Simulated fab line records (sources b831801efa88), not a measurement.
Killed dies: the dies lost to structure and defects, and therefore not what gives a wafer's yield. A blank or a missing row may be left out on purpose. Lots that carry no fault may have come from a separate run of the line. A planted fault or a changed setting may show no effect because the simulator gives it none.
Which tool is to blame? / flow gf180mcu / 39 wafers from 13 lots sampled at 5 of the route's 602 steps

== WHAT THE GAUGES SHOWED, per wafer ==
GF_V2_THK_MEAS_25: measures by xrf.
lot=L212; measured=day 20 05:13; on=film_metro-04; V2_W_THK (nm)=350 350 351
lot=L213; measured=day 20 16:55; on=film_metro-03; V2_W_THK (nm)=350 352 353
lot=L214; measured=day 21 18:52; on=film_metro-04; V2_W_THK (nm)=346 345 344
lot=L215; measured=day 21 23:21; on=film_metro-01; V2_W_THK (nm)=344 346 346
lot=L216; measured=day 22 02:46; on=film_metro-04; V2_W_THK (nm)=345 348 345
lot=L217; measured=day 22 06:59; on=film_metro-04; V2_W_THK (nm)=354 353 348
lot=L218; measured=day 22 11:31; on=film_metro-04; V2_W_THK (nm)=350 355 350
lot=L220; measured=day 23 16:08; on=film_metro-04; V2_W_THK (nm)=352 354 349
lot=L221; measured=day 24 08:41; on=film_metro-03; V2_W_THK (nm)=347 346 348
lot=L225; measured=day 25 09:20; on=film_metro-04; V2_W_THK (nm)=353 353 352
lot=L226; measured=day 25 11:38; on=film_metro-04; V2_W_THK (nm)=355 357 354
lot=L234; measured=day 27 13:17; on=film_metro-04; V2_W_THK (nm)=352 357 353
lot=L235; measured=day 28 06:56; on=film_metro-03; V2_W_THK (nm)=347 349 351

GF_V4_THK_MEAS_25: measures by xrf.
lot=L212; measured=day 24 12:46; on=film_metro-03; V4_W_THK (nm)=352 355 350
lot=L213; measured=day 24 16:52; on=film_metro-04; V4_W_THK (nm)=352 353 356
lot=L214; measured=day 25 15:28; on=film_metro-03; V4_W_THK (nm)=352 351 347
lot=L215; measured=day 26 05:22; on=film_metro-01; V4_W_THK (nm)=351 345 349
lot=L216; measured=day 26 07:20; on=film_metro-01; V4_W_THK (nm)=347 343 348
lot=L217; measured=day 26 10:52; on=film_metro-04; V4_W_THK (nm)=344 345 346
lot=L218; measured=day 26 11:43; on=film_metro-03; V4_W_THK (nm)=355 350 355
lot=L220; measured=day 27 12:02; on=film_metro-04; V4_W_THK (nm)=343 346 349
lot=L221; measured=day 28 02:31; on=film_metro-01; V4_W_THK (nm)=346 348 346
lot=L225; measured=day 28 23:51; on=film_metro-01; V4_W_THK (nm)=348 349 348
lot=L226; measured=day 29 04:15; on=film_metro-04; V4_W_THK (nm)=354 355 349
lot=L234; measured=day 30 23:56; on=film_metro-01; V4_W_THK (nm)=345 344 346
lot=L235; measured=day 31 16:10; on=film_metro-04; V4_W_THK (nm)=352 350 346

GF_MIM_THK_MEAS_06.
lot=L212; measured=day 24 13:23; on=film_metro-02; MIM_CVD_05_THK (nm)=41.6 41.6 41.8
lot=L213; measured=day 24 17:29; on=film_metro-03; MIM_CVD_05_THK (nm)=42.7 42.9 43.1
lot=L214; measured=day 25 16:04; on=film_metro-02; MIM_CVD_05_THK (nm)=41.9 41.3 42.0
lot=L215; measured=day 26 05:59; on=film_metro-02; MIM_CVD_05_THK (nm)=41.9 41.9 42.8
lot=L216; measured=day 26 07:56; on=film_metro-04; MIM_CVD_05_THK (nm)=41.5 42.0 42.5
lot=L217; measured=day 26 11:29; on=film_metro-04; MIM_CVD_05_THK (nm)=42.0 42.9 42.1
lot=L218; measured=day 26 12:25; on=film_metro-03; MIM_CVD_05_THK (nm)=41.7 41.7 41.5
lot=L220; measured=day 27 12:40; on=film_metro-03; MIM_CVD_05_THK (nm)=42.8 42.9 42.1
lot=L221; measured=day 28 03:08; on=film_metro-03; MIM_CVD_05_THK (nm)=41.8 41.5 42.4
lot=L225; measured=day 29 00:29; on=film_metro-03; MIM_CVD_05_THK (nm)=41.4 42.7 42.4
lot=L226; measured=day 29 04:52; on=film_metro-04; MIM_CVD_05_THK (nm)=42.4 49.1 49.2 42.4 49.2 49.1
lot=L234; measured=day 31 00:33; on=film_metro-04; MIM_CVD_05_THK (nm)=41.8 42.3 41.5
lot=L235; measured=day 31 16:46; on=film_metro-03; MIM_CVD_05_THK (nm)=41.6 41.2 42.2

GF_V5_OVL_MEAS_15.
lot=L212; measured=day 27 07:05; on=overlay-02; V5_OVL (nm)=-13 -4 -11
lot=L213; measured=day 27 10:20; on=overlay-01; V5_OVL (nm)=-9 -14 -10
lot=L214; measured=day 28 07:04; on=overlay-01; V5_OVL (nm)=-7 -4 -7
lot=L215; measured=day 28 20:04; on=overlay-01; V5_OVL (nm)=-1 -3 -1
lot=L216; measured=day 28 22:44; on=overlay-02; V5_OVL (nm)=-6 -1 1
lot=L217; measured=day 29 01:37; on=overlay-02; V5_OVL (nm)=-13 -12 -11
lot=L218; measured=day 29 01:58; on=overlay-02; V5_OVL (nm)=-8 -2 -7
lot=L220; measured=day 30 01:32; on=overlay-02; V5_OVL (nm)=0 -6 -6
lot=L221; measured=day 30 14:14; on=overlay-01; V5_OVL (nm)=1 1 0
lot=L225; measured=day 31 09:44; on=overlay-02; V5_OVL (nm)=-3 -3 -8
lot=L226; measured=day 31 14:14; on=overlay-02; V5_OVL (nm)=-6 -10 -9
lot=L234; measured=day 33 10:10; on=overlay-01; V5_OVL (nm)=-4 -7 -4
lot=L235; measured=day 33 19:23; on=overlay-01; V5_OVL (nm)=-5 -7 -4

== WHICH TOOL RAN EACH LOT (tool, then ch and the chambers of the sampled wafers, then the start) ==
lot=L212; GF_MIM_CVD_05=pecvd-04 ch 0,1,2, day 24 13:20
lot=L213; GF_MIM_CVD_05=pecvd-02 ch 0,2, day 24 17:26
lot=L214; GF_MIM_CVD_05=pecvd-04 ch 0,2, day 25 16:02
lot=L215; GF_MIM_CVD_05=pecvd-04 ch 0,1,2, day 26 05:57
lot=L216; GF_MIM_CVD_05=pecvd-04 ch 0,1,2, day 26 07:55
lot=L217; GF_MIM_CVD_05=pecvd-01 ch 0,1, day 26 11:27
lot=L218; GF_MIM_CVD_05=pecvd-04 ch 0,1,2, day 26 12:23
lot=L220; GF_MIM_CVD_05=pecvd-04 ch 0,1,2, day 27 12:37
lot=L221; GF_MIM_CVD_05=pecvd-02 ch 1,2, day 28 03:06
lot=L225; GF_MIM_CVD_05=pecvd-02 ch 0,1,2, day 29 00:26
lot=L226; GF_MIM_CVD_05=pecvd-01 ch 1,2, day 29 04:50
lot=L234; GF_MIM_CVD_05=pecvd-02 ch 0,1, day 31 00:31
lot=L235; GF_MIM_CVD_05=pecvd-04 ch 0,1,2, day 31 16:44
- GF_MIM_CVD_05: deposits Si3N4, target thk 42 nm, time 29.086 s.

== WHAT THE TOOLS THEMSELVES READ (means of the sampled wafers that have a number; where no wafer has one, the mark that the record gives instead) ==
GF_MIM_CVD_05.
lot=L212; tool=pecvd-04; heater_power_outer_w (W)=340; heater_power_w (W)=644; temp_max_c (C)=400.09
lot=L213; tool=pecvd-02; heater_power_outer_w (W)=368; heater_power_w (W)=702; temp_max_c (C)=400.07
lot=L214; tool=pecvd-04; heater_power_outer_w (W)=360; heater_power_w (W)=663; temp_max_c (C)=399.91
lot=L215; tool=pecvd-04; heater_power_outer_w (W)=281; heater_power_w (W)=569; temp_max_c (C)=400.17
lot=L216; tool=pecvd-04; heater_power_outer_w (W)=327; heater_power_w (W)=631; temp_max_c (C)=400.07
lot=L217; tool=pecvd-01; heater_power_outer_w (W)=438; heater_power_w (W)=754; temp_max_c (C)=400.06
lot=L218; tool=pecvd-04; heater_power_outer_w (W)=327; heater_power_w (W)=645; temp_max_c (C)=399.99
lot=L220; tool=pecvd-04; heater_power_outer_w (W)=321; heater_power_w (W)=617; temp_max_c (C)=400.02
lot=L221; tool=pecvd-02; heater_power_outer_w (W)=397; heater_power_w (W)=749; temp_max_c (C)=400.09
lot=L225; tool=pecvd-02; heater_power_outer_w (W)=357; heater_power_w (W)=694; temp_max_c (C)=400.15
lot=L226; tool=pecvd-01; heater_power_outer_w (W)=418; heater_power_w (W)=741; temp_max_c (C)=399.88
lot=L234; tool=pecvd-02; heater_power_outer_w (W)=301; heater_power_w (W)=610; temp_max_c (C)=400.11
lot=L235; tool=pecvd-04; heater_power_outer_w (W)=329; heater_power_w (W)=631; temp_max_c (C)=400.03

== THE ANSWER, worked out from the rows above alone ==
Rule: usual is defined by the lots themselves. The widest of any qualifying gaps counts: lots, ordered by their means at a reading, are off when they make up no more than a third of the lots, leave a main group of 4 or more, and stand apart from it by 3 or more times the standard deviation of that group's means. If all means in a main group match to the digits the tables above print for the reading, that group is not used. Also off: a lot with no number at a reading for which 4 or more lots have one. All remaining lots with rows at the step are treated as sound. Order of review: gauges by route order, followed by the tools' own readings, for which a lot's mean as printed above is used. At the first step where some lot is off, the reading lying furthest off is the one used; lots without a number count as furthest.
Off: L226, at GF_MIM_THK_MEAS_06 (MIM_CVD_05_THK). Main group: mean 42.1 nm, sd 0.38.
If a tool, at a process step before that reading, ran all the lots that are off and no sound lot after the first of them, it fits. Those tools and the gauges at GF_MIM_THK_MEAS_06 are tried in the same way. One candidate fits, namely pecvd-01 at GF_MIM_CVD_05. A fault onset in the window from L217 (day 26 11:27, its last sound lot) to L226 (day 29 04:50, its first lot off) fits.

== WHAT THE SIMULATOR PUT IN ==
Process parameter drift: pecvd-01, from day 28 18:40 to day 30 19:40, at GF_MIM_CVD_05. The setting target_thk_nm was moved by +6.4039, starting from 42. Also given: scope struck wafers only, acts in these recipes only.
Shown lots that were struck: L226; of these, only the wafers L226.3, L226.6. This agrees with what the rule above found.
